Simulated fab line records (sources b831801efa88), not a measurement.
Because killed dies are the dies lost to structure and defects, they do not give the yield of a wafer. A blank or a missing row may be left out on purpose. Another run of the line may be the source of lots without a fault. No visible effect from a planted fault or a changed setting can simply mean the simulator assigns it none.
Chamber matching	flow gf180mcu	GF_STI_CMP_25 on cmp-01 has 4 sister chambers
The step polishes, stops on Si3N4, t overpolish 33 s, target thk 524.6 nm. 8 wafers are shown with their chamber, then 7 later ones without.

WAFERS, EACH WITH ITS CHAMBER
wafer	chamber	motor current A (A)	overpolish run s (s)
L783.3	3	11.4	33.000
L787.1	1	11.4	33.005
L787.3	0	11.2	32.985
L787.6	1	11.7	33.004
L789.3	0	10.8	32.991
L789.5	2	11.3	33.010
L790.2	2	10.8	32.998
L790.3	3	10.6	32.998

WAFERS WITH NO CHAMBER GIVEN
wafer	motor current A (A)	overpolish run s (s)
L790.4	11.8	32.991
L795.1	10.7	32.999
L795.2	11.9	32.997
L795.3	10.5	33.016
L798.2	11.4	32.998
L798.5	11.0	32.996
L798.6	10.2	32.987

THE CHAMBER EACH PASSED THROUGH
wafer	from the rows above	in truth
L790.4	can't be placed: 0 or 3 or 1 or 2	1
L795.1	can't be placed: 3 or 2 or 0 or 1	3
L795.2	can't be placed: 1 or 3 or 2 or 0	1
L795.3	can't be placed: 2 or 1 or 3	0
L798.2	can't be placed: 3 or 1 or 2 or 0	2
L798.5	can't be placed: 3 or 0 or 2 or 1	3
L798.6	can't be placed: 0 or 3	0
Correct placement for 0 of the 7. Unplaceable from these rows: 7, with the true chamber sitting among the candidates in 6. Placed wrongly: 0.
How it was worked out, from the rows above alone: a wafer's distance from a chamber is the root of the sum, over the readings, of the square of ((its reading less the chamber's mean) divided by the reading's scatter). If the next closest chamber is less than 2 further off than the closest, the wafer can't be placed; otherwise it belongs to the closest. The mean given for a chamber averages the wafers shown for that chamber. How the scatter is found: for the shown wafers, subtract from each reading the mean of its chamber, square and add these, divide the total by (wafers less chambers), then take the root.
